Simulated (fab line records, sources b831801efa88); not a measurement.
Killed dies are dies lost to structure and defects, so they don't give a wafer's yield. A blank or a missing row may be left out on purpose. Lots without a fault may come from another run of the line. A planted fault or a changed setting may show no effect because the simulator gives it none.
A struck lot beside a sound one | flow sky130 | 14 steps out of a route of 708
Sound: wafers L728.1, L728.4, L728.6. Struck: wafers L736.3, L736.4, L736.6. The cause comes at the end.
At each step with rows: each side's tool, then ch and its chambers, then its first start. Under that, the readings that differ: sound wafers | struck wafers | difference of the means | sigmas: that difference in standard deviations of wafers without a fault.
alike: readings whose means differ by less than 2 such deviations, and words and numbers that are the same on both sides. not compared: withheld readings, readings that some wafer has no value for, bounds like >300 that may hide the same value, and numbers for which the record gives no deviation and whose values overlap.
The two part at a step that has a row with sigmas, a row that says differs or no value, or rows on one side only. Numbers that don't overlap but have no deviation are shown without sigmas and don't part them. A reading that every wafer of one side lacks parts them only if that side has two wafers or more.

SKY_VIA4_OVL_MEAS_11:
  sound on overlay-02, day 43 17:30; struck on overlay-02, day 45 00:40
  alike: VIA4_OVL
SKY_VIA4_ETCH_12: etches SiO2 in C4F8/O2/Ar, stops on TiN, target depth 580 nm.
  sound on rie_diel-02 ch 1,3, day 43 17:32; struck on rie_diel-04 ch 0,2, day 45 00:41
  alike: oes_product_au
SKY_VIA4_STRIP_13: strips in O2/N2.
  sound on plasma_asher-02 ch 0,1, day 43 17:37; struck on plasma_asher-03 ch 0,1, day 45 00:47
  alike: drypump_motor_current_A, oes_product_au, strip_time_to_endpoint_s
  not compared: rf_hours_counter_h
then, 3 steps without rows for these wafers: SKY_VIA4_STRIP_14 (strips in post etch residue remover, time 1200 s); SKY_VIA4_CLEAN_15 (cleans in IPA, time 180 s); SKY_VIA4_CLEAN_16 (cleans in O3/DIW).
SKY_VIA4_SPUTTER_17: material TiN, target thk 20 nm, time 80 s.
  sound on pvd_sputter-01, day 43 18:14; struck on pvd_sputter-01, day 45 01:21
  alike: cathode_dc_power_W, chamber_pressure_pa, throttle_valve_pct
SKY_VIA4_CVD_18: deposits W, target thk 505 nm, time 152.14 s.
  sound on cvd_w-01 ch 0,1, day 43 18:17; struck on cvd_w-01 ch 0,1, day 45 01:28
  alike: heater_power_w
SKY_VIA4_RS_MEAS_19: measures by four-point-probe.
  sound on film_metro-02, day 43 18:26; struck on film_metro-02, day 45 01:36
  alike: VIA4_W_RS
SKY_VIA4_THK_MEAS_20: measures by xrf.
  sound on film_metro-02, day 43 18:34; struck on film_metro-02, day 45 01:42
  alike: VIA4_W_THK
then, 1 step without rows for these wafers: SKY_VIA4_CMP_21 (polishes, stops on SiO2, t overpolish 25 s, target thk 0 nm).
SKY_METAL5_SPUTTER_00: material Ti, target thk 15 nm, time 10 s.
  sound on pvd_sputter-02, day 43 18:55; struck on pvd_sputter-02, day 45 02:02
  alike: cathode_dc_power_W, chamber_pressure_pa, throttle_valve_pct
SKY_METAL5_SPUTTER_01: material TiN, target thk 20 nm, time 16.7 s.
  sound on pvd_sputter-02, day 43 18:56; struck on pvd_sputter-02, day 45 02:04
  no value came back on the struck wafers for cathode_dc_power_W (W), chamber_pressure_pa (Pa), throttle_valve_pct (%); on the sound wafers cathode_dc_power_W (W) reads 6502.3 6500.9 6500.0
then, 1 step without rows for these wafers: SKY_METAL5_SPUTTER_02 (material AlCu, target thk 1150 nm, time 61.2 s).

WHERE THEY PART
Only at SKY_METAL5_SPUTTER_01, within this record.

WHY: what the simulator had put in
Skipped step whole: pvd_sputter-02, from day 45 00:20 on, at SKY_METAL5_SPUTTER_01. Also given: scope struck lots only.
